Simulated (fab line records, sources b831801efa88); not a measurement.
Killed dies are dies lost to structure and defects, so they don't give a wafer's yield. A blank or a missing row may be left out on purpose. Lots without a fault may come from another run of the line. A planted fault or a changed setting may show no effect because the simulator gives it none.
fab line records | flow sky130
record lots=14 wafers=39 last_day=49
route steps=708 shown LOCAL_INTERCONNECT@402 CONTACT@421 PAD_OPEN@708
lots that met no fault: from a run of the same line without faults
start_h: hours from the record's first day to the start of the lot's first wafer shown | wait_h: hours since the lot's step before | " the same as in the row above | L1.1+2: a row that stands for several wafers | - no value, or no start given | * or withheld: withheld | < > ~ a bound
route shown NAME@n: a module of which the file shows steps, and the number in the route of the first | usual: mean/standard deviation of fault-free wafers | same: alike in all rows | chamber/n: place in a boat | sites: the reading at each site | _std_site: their standard deviation | _edge_site: outer sites' mean less inner sites' | radius_mm: how far each site lies from the wafer's centre | mask NAME#n: copy n | behind: the tool/chamber that last shaped the wafer | hold: why the lot was held/for how many hours/how that ended | device: the transistor (n, p or np) that didn't switch | end of line: the same wafers' tests at the end of the route | a step without rows: its recipe alone | killed: dies lost to structure and defects at the first sort, not the wafer's yield | map: a wafer's dies, x killed, . not, _ none there
set.NAME: the setting as run; set.NAME@STEP: as run at that earlier step | model.NAME: the simulator's own value behind a step, which no gauge read
steps of the route over a sample of lots; a table a step, a row a wafer
services: from which hour (start_h, from the record's first day; less than 0 if before it) a tool's chamber was out of use, for how many hours, and why
## steps
# step SKY_LOCAL_INTERCONNECT_STRIP_15
# recipe chemistry=O2/N2 power_w=1400 pressure_mtorr=1500 platen_temp_c=withheld o2_flow_sccm=3000 n2_flow_sccm=300 overash_fraction=0.5
# usual drypump_motor_current_A=5.83/0.19 oes_product_au=0.426/0.0047 strip_time_to_endpoint_s=4.714/0.02
# columns lot.wafer tool chamber start_h wait_h drypump_motor_current_A oes_product_au rf_hours_counter_h strip_time_to_endpoint_s
L553.3 plasma_asher-02 1 727.55 0.1 5.79 0.425 - 4.708
L553.4 " 0 " " 5.84 0.430 - 4.690
L553.6 " 1 " " 5.74 0.426 - 4.721
L555.1 plasma_asher-04 1 731.72 0.0 6.01 0.433 91 4.752
L555.2 " 0 " " 5.76 0.423 91 4.707
L555.3 " 1 " " 6.02 0.435 - 4.747
L554.3 plasma_asher-03 0 733.05 0.1 6.06 0.420 - 4.749
L554.4 " 1 " " 5.30 0.418 - 4.721
L554.5 " 0 " " 6.09 0.428 - 4.750
L557.1 plasma_asher-04 1 738.59 0.1 6.09 0.428 92 4.703
L557.3 " 1 " " 6.10 0.429 - 4.706
L557.4 " 0 " " 5.75 0.424 - 4.701
L556.3 plasma_asher-02 1 741.99 0.1 5.77 0.430 - 4.687
L556.5 " 0 " " 5.81 0.424 - 4.726
L556.6 " 1 " " 5.76 0.425 - 4.727
L558.2 plasma_asher-04 1 770.73 0.0 6.05 0.430 95 4.717
L558.4 " 0 " " 5.74 0.430 - 4.736
L558.5 " 1 " " 6.07 0.422 - 4.719
L560.1 plasma_asher-03 1 776.99 0.1 5.30 0.427 3 4.724
L560.4 " 1 " " 5.29 0.428 - 4.732
L560.5 " 0 " " 6.05 0.413 - 4.746
L559.1 plasma_asher-02 0 777.10 0.0 5.84 0.428 65 4.685
L559.2 " 1 " " 5.75 0.423 65 4.721
L559.3 " 0 " " 5.84 0.422 - 4.699
L561.3 plasma_asher-04 1 787.44 0.1 6.02 0.432 - 4.702
L561.5 " 1 " " 6.08 0.424 - 4.726
L561.6 " 0 " " 5.77 0.430 - 4.718
L562.1 plasma_asher-02 1 799.35 0.0 5.73 0.434 67 4.719
L562.4 " 0 " " 5.84 0.430 - 4.716
L562.6 " 0 " " 5.86 0.417 - 4.715
L568.1 plasma_asher-04 1 829.90 0.0 5.99 0.421 101 4.683
L568.6 " 0 " " 5.73 0.427 - 4.664
L567.1 plasma_asher-02 1 835.53 0.0 5.75 0.426 71 4.699
L567.6 " 0 " " 5.83 0.427 - 4.733
L569.3 plasma_asher-03 0 843.10 0.1 6.07 0.420 - 4.731
L569.6 " 1 " " 5.32 0.429 - 4.737
L572.2 plasma_asher-02 1 861.49 0.1 5.73 0.426 73 4.727
L572.4 " 1 " " 5.74 0.433 - 4.709
L572.6 " 1 " " 5.75 0.432 - 4.732
# step SKY_CONTACT_OVL_MEAS_15
# usual CONTACT_OVL=-2/5.9
# columns lot.wafer tool chamber start_h wait_h CONTACT_OVL[nm]
L553.3 overlay-02 - 756.22 0.1 -1
L553.4 " - " " -5
L553.6 " - " " 0
L555.1 overlay-02 - 760.25 0.1 3
L555.2 " - " " -3
L555.3 " - " " -5
L554.3 overlay-01 - 762.07 0.1 -6
L554.4 " - " " -6
L554.5 " - " " -1
L557.1 overlay-02 - 767.50 0.1 -7
L557.3 " - " " -1
L557.4 " - " " 3
L556.3 overlay-01 - 771.62 0.1 2
L556.5 " - " " 4
L556.6 " - " " 7
L558.2 overlay-01 - 798.71 0.1 -8
L558.4 " - " " -6
L558.5 " - " " -3
L560.1 overlay-01 - 804.86 0.1 -5
L560.4 " - " " 2
L560.5 " - " " -5
L559.1 overlay-01 - 805.21 0.1 -5
L559.2 " - " " -3
L559.3 " - " " 2
L561.3 overlay-02 - 814.62 0.1 7
L561.5 " - " " 8
L561.6 " - " " -6
L562.1 overlay-02 - 826.81 0.1 -15
L562.4 " - " " 5
L562.6 " - " " 1
L568.1 overlay-02 - 857.55 0.1 -2
L568.6 " - " " 0
L567.1 overlay-01 - 862.73 0.1 -4
L567.6 " - " " -18
L569.3 overlay-02 - 869.49 0.1 -3
L569.6 " - " " 2
L572.2 overlay-02 - 887.99 0.1 -2
L572.4 " - " " -6
L572.6 " - " " -1
# step SKY_CONTACT_SPUTTER_23
# recipe material=TiN target_thk_nm=20 chamber_pressure_pa=5 power_w=4000 time_s=80
# usual throttle_valve_pct=29.9/1.4
# columns lot.wafer tool chamber start_h wait_h throttle_valve_pct
L553.3 pvd_sputter-03 - 757.04 0.0 29.3
L553.4 " - " " 29.1
L553.6 " - " " 29.7
L555.1 pvd_sputter-03 - 761.01 0.0 29.8
L555.2 " - " " 29.6
L555.3 " - " " 31.2
L554.3 pvd_sputter-02 - 762.81 0.0 31.6
L554.4 " - " " 27.6
L554.5 " - " " 30.0
L557.1 pvd_sputter-02 - 768.30 0.0 27.8
L557.3 " - " " 30.2
L557.4 " - " " 31.5
L556.3 pvd_sputter-02 - 772.39 0.0 30.0
L556.5 " - " " 30.0
L556.6 " - " " 30.3
L558.2 pvd_sputter-04 - 799.47 0.0 30.7
L558.4 " - " " 30.5
L558.5 " - " " 30.2
L560.1 pvd_sputter-04 - 805.62 0.0 32.0
L560.4 " - " " 30.2
L560.5 " - " " 30.4
L559.1 pvd_sputter-03 - 805.97 0.0 29.2
L559.2 " - " " 31.2
L559.3 " - " " 29.4
L561.3 pvd_sputter-02 - 815.40 0.0 30.1
L561.5 " - " " 31.4
L561.6 " - " " 27.7
L562.1 pvd_sputter-02 - 827.57 0.0 28.0
L562.4 " - " " 30.3
L562.6 " - " " 30.1
L568.1 pvd_sputter-02 - 858.32 0.0 30.0
L568.6 " - " " 31.5
L567.1 pvd_sputter-02 - 863.53 0.0 27.7
L567.6 " - " " 30.1
L569.3 pvd_sputter-02 - 870.28 0.0 27.6
L569.6 " - " " 27.8
L572.2 pvd_sputter-02 - 888.78 0.0 30.0
L572.4 " - " " 27.8
L572.6 " - " " 27.9
# step SKY_CONTACT_CMP_27
# recipe stop_on=SiO2 t_overpolish_s=15 down_force_psi=3.5 platen_rpm=60 target_thk_nm=0 pad_velocity_m_s=0.94248
# usual motor_current_A=11.6/2 overpolish_run_s=15.000/0.0085 slurry_flow_ml_min=150.0/0.49 time_to_endpoint_s=82/5.1
# columns lot.wafer tool chamber start_h wait_h motor_current_A overpolish_run_s slurry_flow_ml_min time_to_endpoint_s
L553.3 cmp-01 2 757.50 0.0 16.4 15.014 150.0 84
L553.4 " 1 " " 9.2 15.007 149.8 79
L553.6 " 3 " " 11.0 15.005 150.2 88
L555.2 cmp-02 2 761.52 0.1 9.6 15.010 149.8 83
L555.1 " 3 " " 12.6 15.001 150.2 76
L555.3 " 0 " " 10.7 15.000 149.0 78
L554.4 cmp-02 2 763.27 0.0 9.6 14.989 149.7 84
L554.3 " 0 " " 11.3 14.995 149.9 82
L554.5 " 3 " " 12.7 14.984 148.8 80
L557.4 cmp-01 2 768.70 0.1 15.0 14.991 150.0 79
L557.1 " 3 " " 10.7 15.006 150.5 90
L557.3 " 0 " " 9.6 14.987 150.0 85
L556.3 cmp-01 0 772.85 0.1 9.3 15.012 149.6 83
L556.5 " 2 " " 15.9 14.992 149.3 83
L556.6 " 3 " " 11.5 15.013 150.6 85
L558.2 cmp-01 2 799.87 0.1 16.2 15.002 149.9 77
L558.4 " 0 " " 9.1 15.003 149.7 83
L558.5 " 1 " " 10.5 14.999 149.5 74
L560.1 cmp-01 0 806.07 0.1 9.4 14.995 150.1 83
L560.4 " 1 " " 9.6 14.992 150.1 77
L560.5 " 3 " " 10.9 15.014 149.8 83
L559.2 cmp-02 3 806.32 0.0 12.7 14.999 150.4 79
L559.3 " 0 " " 11.5 15.011 150.3 75
L559.1 " 2 " " 9.5 14.988 150.7 79
L561.3 cmp-01 2 815.85 0.1 15.5 14.995 150.6 82
L561.6 " 0 " " 9.8 15.005 150.5 86
L561.5 " 1 " " 10.1 14.986 150.2 79
L562.4 cmp-02 0 827.92 0.0 11.0 14.999 150.5 80
L562.1 " 1 " " 13.0 15.006 150.1 72
L562.6 " 1 " " 13.1 14.999 150.5 73
L568.1 cmp-01 1 858.82 0.2 10.1 0.030 150.5 131
L568.6 " 3 " " 11.5 14.991 149.0 90
L567.1 cmp-01 1 863.93 0.1 10.3 0.037 149.9 128
L567.6 " 1 " " 9.9 14.993 150.0 84
L569.3 cmp-01 2 870.78 0.2 15.8 0.035 149.5 124
L569.6 " 3 " " 11.1 14.987 150.1 87
L572.4 cmp-02 3 889.38 0.2 12.5 15.016 151.1 80
L572.2 " 0 " " 11.1 14.980 149.6 78
L572.6 " 2 " " 9.7 15.002 150.8 84
# step SKY_PAD_OPEN_PROBE_99
# usual killed_at_M0_to_M3=43/7.3 killed_at_M4_up=3.1/1.7 killed_at_contacts=25/5.3 killed_at_front_end=15/4.3 killed_at_other=0.2/0.54 killed_dies=87/10 killed_on_rim=17/3.9 killed_open=48/7.6 killed_short=38/6.1
# same gross_dies=492 killed_at_back_side=0
# columns lot.wafer tool chamber start_h wait_h killed_at_M0_to_M3 killed_at_M4_up killed_at_contacts killed_at_front_end killed_at_other killed_dies killed_on_rim killed_open killed_short
L553.3 prober-01 - 1089.97 0.2 55 2 27 20 0 104 23 66 38
L553.4 prober-01 - 1090.02 0.2 49 2 24 18 0 93 24 55 38
L553.6 prober-01 - 1090.12 0.2 52 4 23 10 1 90 18 45 45
L555.1 prober-01 - 1094.67 0.1 48 4 27 13 0 92 14 51 41
L555.2 prober-01 - 1094.72 0.1 40 4 24 17 0 85 21 50 35
L555.3 prober-01 - 1094.77 0.2 41 2 19 15 0 77 15 44 33
L554.3 prober-02 - 1096.61 0.2 41 2 21 19 0 83 18 44 39
L554.4 prober-02 - 1096.66 0.2 45 1 35 15 0 96 14 51 45
L554.5 prober-02 - 1096.71 0.2 47 0 40 13 0 100 22 63 37
L557.1 prober-01 - 1098.28 0.1 51 1 27 21 0 100 21 62 38
L557.3 prober-01 - 1098.38 0.2 49 0 29 14 0 92 26 54 38
L557.4 prober-01 - 1098.43 0.2 35 3 36 10 0 84 15 53 31
L556.3 prober-02 - 1106.46 0.2 49 3 25 19 0 96 17 49 46
L556.5 prober-02 - 1106.56 0.2 57 4 31 20 0 112 25 60 52
L556.6 prober-02 - 1106.61 0.2 40 7 16 17 0 80 18 43 36
L558.2 prober-02 - 1122.58 0.1 35 4 23 10 0 72 9 45 27
L558.4 prober-02 - 1122.68 0.2 59 0 25 18 0 102 24 56 46
L558.5 prober-02 - 1122.73 0.2 45 6 19 14 0 84 14 43 40
L560.1 prober-01 - 1127.10 0.1 39 2 35 17 0 93 15 46 47
L560.4 prober-01 - 1127.25 0.2 43 2 22 9 0 76 14 42 34
L560.5 prober-01 - 1127.30 0.2 44 3 21 9 1 78 19 45 33
L559.1 prober-02 - 1127.41 0.1 45 2 40 20 0 107 21 62 45
L559.2 prober-02 - 1127.46 0.1 42 5 26 12 1 86 14 46 40
L559.3 prober-02 - 1127.51 0.2 44 3 29 8 1 85 18 43 42
L561.3 prober-01 - 1135.65 0.2 47 6 27 19 0 99 14 61 38
L561.5 prober-01 - 1135.75 0.2 55 4 32 16 0 107 20 64 43
L561.6 prober-01 - 1135.80 0.2 45 3 28 10 0 86 12 48 37
L562.1 prober-01 - 1145.53 0.1 38 1 24 9 0 72 11 47 25
L562.4 prober-01 - 1145.68 0.2 32 2 22 18 2 76 22 46 30
L562.6 prober-01 - 1145.78 0.2 53 2 18 15 0 88 9 46 42
L568.1 prober-01 - 1169.31 0.1 51 4 419 16 2 492 96 59 36
L568.6 prober-01 - 1169.56 0.2 30 3 20 22 0 75 13 36 39
L567.1 prober-02 - 1171.67 0.1 46 2 427 17 0 492 96 48 51
L567.6 prober-02 - 1171.92 0.2 43 6 28 20 0 97 15 48 49
L569.3 prober-01 - 1176.23 0.2 53 4 419 16 0 492 96 48 50
L569.6 prober-01 - 1176.38 0.2 31 4 18 12 0 65 13 29 35
L572.2 prober-02 - 1187.18 0.1 49 2 22 15 1 89 16 52 37
L572.4 prober-02 - 1187.28 0.2 50 2 28 15 0 95 19 52 42
L572.6 prober-02 - 1187.38 0.2 38 2 16 9 0 65 8 35 30
# killed by level:class
L553.3 VIA2:geometric_particle:open=15 VIA1:geometric_particle:open=15 CONTACT:geometric_particle:open=12 LI_CONTACT:geometric_particle:open=7 FIELD_ISO:geometric_particle:short=5 VIA3:geometric_particle:open=5 POLY_GATE:geometric_particle:short=4 METAL1:geometric_particle:short=4
L553.4 VIA1:geometric_particle:open=16 CONTACT:geometric_particle:open=13 VIA2:geometric_particle:short=7 LI_CONTACT:geometric_particle:open=6 VIA2:geometric_particle:open=6 VIA3:geometric_particle:open=6 POLY_GATE:geometric_particle:short=5 VIA1:geometric_particle:short=5
L553.6 VIA3:geometric_particle:open=9 VIA1:geometric_particle:open=8 METAL1:geometric_particle:short=7 POLY_GATE:geometric_particle:open=7 LOCAL_INTERCONNECT:geometric_particle:short=7 VIA2:geometric_particle:open=7 VIA1:geometric_particle:short=5 LI_CONTACT:geometric_particle:open=5
L555.1 VIA1:geometric_particle:open=13 CONTACT:geometric_particle:open=12 CONTACT:geometric_particle:short=8 VIA1:geometric_particle:short=7 VIA2:geometric_particle:short=7 VIA2:geometric_particle:open=6 LI_CONTACT:geometric_particle:open=5 VIA3:geometric_particle:open=4
L555.2 CONTACT:geometric_particle:open=8 VIA1:geometric_particle:open=8 VIA3:geometric_particle:open=8 LI_CONTACT:geometric_particle:open=7 METAL1:geometric_particle:short=6 FIELD_ISO:geometric_particle:short=5 LOCAL_INTERCONNECT:geometric_particle:short=5 VIA2:geometric_particle:open=5
L555.3 VIA1:geometric_particle:open=13 LI_CONTACT:geometric_particle:open=8 POLY_GATE:geometric_particle:short=7 VIA2:geometric_particle:open=7 METAL1:geometric_particle:short=6 CONTACT:geometric_particle:open=5 VIA1:geometric_particle:short=5 FIELD_ISO:geometric_particle:open=3
L554.3 VIA2:geometric_particle:open=10 VIA1:geometric_particle:open=8 CONTACT:geometric_particle:open=7 LOCAL_INTERCONNECT:geometric_particle:short=5 FIELD_ISO:geometric_particle:short=5 POLY_GATE:geometric_particle:short=5 CONTACT:geometric_particle:short=5 FIELD_ISO:geometric_particle:open=4
L554.4 CONTACT:geometric_particle:open=13 METAL2:geometric_particle:short=10 CONTACT:geometric_particle:short=8 LI_CONTACT:geometric_particle:open=7 VIA3:geometric_particle:open=7 VIA1:geometric_particle:open=7 VIA2:geometric_particle:open=5 METAL1:geometric_particle:short=5
L554.5 CONTACT:geometric_particle:open=16 LI_CONTACT:geometric_particle:open=12 CONTACT:geometric_particle:short=10 VIA1:geometric_particle:open=10 VIA3:geometric_particle:open=7 METAL1:geometric_particle:short=7 VIA1:geometric_particle:short=6 VIA2:geometric_particle:open=5
L557.1 VIA3:geometric_particle:open=14 VIA1:geometric_particle:open=10 VIA2:geometric_particle:open=7 LI_CONTACT:geometric_particle:open=6 CONTACT:geometric_particle:open=6 METAL1:geometric_particle:short=6 VIA1:geometric_particle:short=6 LOCAL_INTERCONNECT:geometric_particle:short=5
L557.3 VIA1:geometric_particle:open=17 CONTACT:geometric_particle:open=13 METAL1:geometric_particle:short=8 LI_CONTACT:geometric_particle:open=7 POLY_GATE:geometric_particle:short=5 CONTACT:geometric_particle:short=5 VIA1:geometric_particle:short=5 VIA3:geometric_particle:open=5
L557.4 CONTACT:geometric_particle:open=15 LI_CONTACT:geometric_particle:open=12 VIA1:geometric_particle:open=11 METAL2:geometric_particle:short=6 FIELD_ISO:geometric_particle:open=5 VIA1:geometric_particle:short=5 LOCAL_INTERCONNECT:geometric_particle:short=4 LI_CONTACT:geometric_particle:short=3
L556.3 VIA1:geometric_particle:open=10 VIA1:geometric_particle:short=8 CONTACT:geometric_particle:short=7 FIELD_ISO:geometric_particle:open=6 LI_CONTACT:geometric_particle:open=6 METAL1:geometric_particle:short=6 FIELD_ISO:geometric_particle:short=5 CONTACT:geometric_particle:open=5
L556.5 CONTACT:geometric_particle:open=12 VIA1:geometric_particle:open=11 VIA2:geometric_particle:open=11 METAL1:geometric_particle:short=10 VIA3:geometric_particle:open=8 FIELD_ISO:geometric_particle:short=7 CONTACT:geometric_particle:short=7 METAL2:geometric_particle:short=7
L556.6 VIA1:geometric_particle:open=15 VIA2:geometric_particle:open=6 METAL2:geometric_particle:short=6 POLY_GATE:geometric_particle:open=5 CONTACT:geometric_particle:open=5 METAL4:geometric_particle:short=5 FIELD_ISO:geometric_particle:short=4 VIA1:geometric_particle:short=4
L558.2 LI_CONTACT:geometric_particle:open=9 CONTACT:geometric_particle:open=9 VIA1:geometric_particle:open=7 METAL1:geometric_particle:open=4 VIA2:geometric_particle:open=4 METAL3:geometric_particle:short=4 VIA3:geometric_particle:open=4 FIELD_ISO:geometric_particle:short=3
L558.4 VIA1:geometric_particle:open=16 CONTACT:geometric_particle:open=9 VIA1:geometric_particle:short=9 VIA3:geometric_particle:open=8 METAL1:geometric_particle:short=7 LI_CONTACT:geometric_particle:open=6 FIELD_ISO:geometric_particle:short=4 POLY_GATE:geometric_particle:open=4
L558.5 VIA1:geometric_particle:short=10 METAL2:geometric_particle:short=9 CONTACT:geometric_particle:open=8 VIA1:geometric_particle:open=7 LI_CONTACT:geometric_particle:open=5 VIA3:geometric_particle:open=5 FIELD_ISO:geometric_particle:open=4 FIELD_ISO:geometric_particle:short=4
L560.1 CONTACT:geometric_particle:open=11 CONTACT:geometric_particle:short=10 VIA1:geometric_particle:open=9 LOCAL_INTERCONNECT:geometric_particle:short=8 VIA3:geometric_particle:open=6 FIELD_ISO:geometric_particle:short=5 FIELD_ISO:geometric_particle:open=5 VIA1:geometric_particle:short=4
L560.4 VIA1:geometric_particle:open=10 CONTACT:geometric_particle:open=8 VIA3:geometric_particle:open=8 VIA1:geometric_particle:short=6 METAL2:geometric_particle:short=6 LI_CONTACT:geometric_particle:open=4 METAL1:geometric_particle:short=4 LOCAL_INTERCONNECT:geometric_particle:short=4
L560.5 VIA1:geometric_particle:open=13 CONTACT:geometric_particle:open=8 VIA2:geometric_particle:open=6 VIA3:geometric_particle:open=5 CONTACT:geometric_particle:short=5 VIA3:geometric_particle:short=5 LI_CONTACT:geometric_particle:open=4 METAL2:geometric_particle:short=3
L559.1 CONTACT:geometric_particle:open=16 VIA1:geometric_particle:open=10 POLY_GATE:geometric_particle:short=8 LI_CONTACT:geometric_particle:open=8 VIA3:geometric_particle:open=8 METAL2:geometric_particle:short=7 LI_CONTACT:geometric_particle:short=6 VIA2:geometric_particle:open=6
L559.2 CONTACT:geometric_particle:short=9 METAL1:geometric_particle:short=9 VIA1:geometric_particle:open=8 LI_CONTACT:geometric_particle:open=7 VIA3:geometric_particle:open=5 VIA2:geometric_particle:open=5 CONTACT:geometric_particle:open=4 METAL2:geometric_particle:open=4
L559.3 LOCAL_INTERCONNECT:geometric_particle:short=10 VIA1:geometric_particle:open=10 CONTACT:geometric_particle:open=8 METAL2:geometric_particle:short=8 LI_CONTACT:geometric_particle:open=7 VIA3:geometric_particle:open=6 METAL3:geometric_particle:short=5 VIA1:geometric_particle:short=5
L561.3 CONTACT:geometric_particle:open=13 VIA1:geometric_particle:open=12 VIA2:geometric_particle:open=11 VIA3:geometric_particle:open=6 POLY_GATE:geometric_particle:short=5 POLY_GATE:geometric_particle:open=4 VIA3:geometric_particle:short=4 LI_CONTACT:geometric_particle:open=4
L561.5 CONTACT:geometric_particle:open=15 VIA1:geometric_particle:open=13 VIA3:geometric_particle:open=11 VIA2:geometric_particle:open=7 LI_CONTACT:geometric_particle:open=6 VIA1:geometric_particle:short=6 METAL2:geometric_particle:short=5 CONTACT:geometric_particle:short=5
L561.6 VIA1:geometric_particle:open=13 CONTACT:geometric_particle:open=10 LI_CONTACT:geometric_particle:open=7 VIA3:geometric_particle:open=6 VIA2:geometric_particle:open=5 METAL1:geometric_particle:short=5 VIA1:geometric_particle:short=5 LI_CONTACT:geometric_particle:short=4
L562.1 VIA1:geometric_particle:open=11 CONTACT:geometric_particle:open=10 METAL2:geometric_particle:short=8 LI_CONTACT:geometric_particle:open=6 VIA2:geometric_particle:open=6 VIA3:geometric_particle:open=6 CONTACT:geometric_particle:short=4 FIELD_ISO:geometric_particle:open=3
L562.4 CONTACT:geometric_particle:open=9 VIA1:geometric_particle:open=7 VIA3:geometric_particle:open=6 POLY_GATE:geometric_particle:short=5 LI_CONTACT:geometric_particle:open=5 FIELD_ISO:geometric_particle:open=4 METAL1:geometric_particle:short=4 POLY_GATE:geometric_particle:open=3
L562.6 VIA3:geometric_particle:open=13 FIELD_ISO:geometric_particle:open=7 METAL1:geometric_particle:short=7 VIA1:geometric_particle:open=7 METAL2:geometric_particle:short=6 POLY_GATE:geometric_particle:short=5 LI_CONTACT:geometric_particle:open=5 CONTACT:geometric_particle:open=5
L568.1 CONTACT:area_cmp=397 VIA1:geometric_particle:open=13 VIA3:geometric_particle:open=12 CONTACT:geometric_particle:open=11 METAL1:geometric_particle:short=9 VIA2:geometric_particle:open=6 FIELD_ISO:geometric_particle:open=5 CONTACT:geometric_particle:short=5
L568.6 VIA1:geometric_particle:open=8 CONTACT:geometric_particle:open=7 POLY_GATE:geometric_particle:short=6 FIELD_ISO:geometric_particle:short=5 LI_CONTACT:geometric_particle:open=5 VIA1:geometric_particle:short=5 LOCAL_INTERCONNECT:geometric_particle:short=4 METAL2:geometric_particle:short=4
L567.1 CONTACT:area_cmp=393 CONTACT:geometric_particle:open=15 VIA1:geometric_particle:open=10 CONTACT:geometric_particle:short=9 METAL2:geometric_particle:short=7 FIELD_ISO:geometric_particle:short=5 METAL1:geometric_particle:short=5 FIELD_ISO:geometric_particle:open=4
L567.6 VIA1:geometric_particle:open=11 LI_CONTACT:geometric_particle:open=9 CONTACT:geometric_particle:open=8 LOCAL_INTERCONNECT:geometric_particle:short=7 METAL1:geometric_particle:short=6 METAL2:geometric_particle:short=6 VIA1:geometric_particle:short=6 VIA2:geometric_particle:open=6
L569.3 CONTACT:area_cmp=393 LI_CONTACT:geometric_particle:open=9 VIA1:geometric_particle:open=8 METAL1:geometric_particle:short=8 VIA3:geometric_particle:open=8 CONTACT:geometric_particle:open=7 METAL2:geometric_particle:short=7 VIA2:geometric_particle:open=6
L569.6 VIA2:geometric_particle:open=7 VIA1:geometric_particle:open=7 LOCAL_INTERCONNECT:geometric_particle:short=5 METAL2:geometric_particle:short=5 LI_CONTACT:geometric_particle:open=4 CONTACT:geometric_particle:open=4 METAL1:geometric_particle:short=4 METAL4:geometric_particle:short=4
L572.2 METAL2:geometric_particle:short=9 FIELD_ISO:geometric_particle:open=8 CONTACT:geometric_particle:open=8 VIA3:geometric_particle:open=8 VIA2:geometric_particle:open=7 VIA1:geometric_particle:open=7 LI_CONTACT:geometric_particle:open=5 FIELD_ISO:geometric_particle:short=4
L572.4 CONTACT:geometric_particle:open=11 VIA1:geometric_particle:open=9 LI_CONTACT:geometric_particle:open=8 VIA2:geometric_particle:open=7 VIA1:geometric_particle:short=6 METAL2:geometric_particle:short=6 FIELD_ISO:geometric_particle:open=5 FIELD_ISO:geometric_particle:short=5
L572.6 VIA1:geometric_particle:open=8 LI_CONTACT:geometric_particle:open=6 LI_CONTACT:geometric_particle:short=5 METAL1:geometric_particle:short=5 VIA2:geometric_particle:open=5 VIA3:geometric_particle:open=5 METAL2:geometric_particle:short=4 VIA1:geometric_particle:short=3
## services
# columns tool chamber start_h hours kind
plasma_asher-03 - 721.09 9.0 repair
plasma_asher-03 - 730.11 2.8 pm
plasma_asher-03 - 733.75 9.0 pm
plasma_asher-03 0 733.75 12.5 vent_cycle
plasma_asher-03 1 733.75 12.5 vent_cycle
cmp-01 - 736.47 1.0 repair
plasma_asher-03 - 737.85 8.4 repair
plasma_asher-04 - 739.21 3.4 repair
plasma_asher-03 0 742.75 - clean
plasma_asher-03 1 742.75 - clean
cmp-02 - 744.00 4.0 pm
cmp-02 - 748.00 - consumable_replace:conditioner
cmp-02 - 748.00 - consumable_replace:pad
plasma_asher-02 - 766.52 1.3 repair
plasma_asher-03 - 829.64 5.9 repair
plasma_asher-02 - 851.03 0.5 repair
plasma_asher-04 - 860.28 6.9 repair
cmp-01 - 860.38 0.3 repair
plasma_asher-02 - 861.75 1.2 repair
pvd_sputter-03 - 869.83 7.2 repair
cmp-01 - 884.03 6.3 pm
## key
first_sign step=SKY_CONTACT_CMP_27 reading=overpolish_run_s direction=down sigmas=99+ usual=15.000 struck=0.034
effect step=SKY_CONTACT_CMP_27 reading=time_to_endpoint_s direction=up sigmas=8.9 usual=* struck=*
effect step=SKY_PAD_OPEN_PROBE_99 reading=killed_at_contacts direction=up sigmas=74 usual=25 struck=422
more_kills_born_at SKY_CONTACT_CMP_27@cmp-01=1183
met_at SKY_CONTACT_CMP_27
struck_lots L567,L568,L569
struck_wafers L567.1,L568.1,L569.3
later_rows_left_out L567.1,L568.1,L569.3
tester_left_out L567,L568,L569
not_acting_at SKY_LOCAL_INTERCONNECT_STRIP_15,SKY_CONTACT_OVL_MEAS_15,SKY_CONTACT_SPUTTER_23
onset_between 815.85 858.82
fault kind=process_parameter_drift tool=cmp-01 chamber=- onset_h=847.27 steps=SKY_CONTACT_CMP_27 channel=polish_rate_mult offset=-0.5 shape=step end_h=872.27 scope=struck_wafers_only
# tester_left_out: of these lots the tester's yield and bins aren't shown, on N5 and GAA mostly nor the transistor test; their killed dies are dies lost to structure and defects alone, not to doping, threshold or leakage, so they don't give the yield
# later_rows_left_out: the simulator's readings of these wafers behind a module that went badly wrong aren't trusted and aren't shown, but for the sort
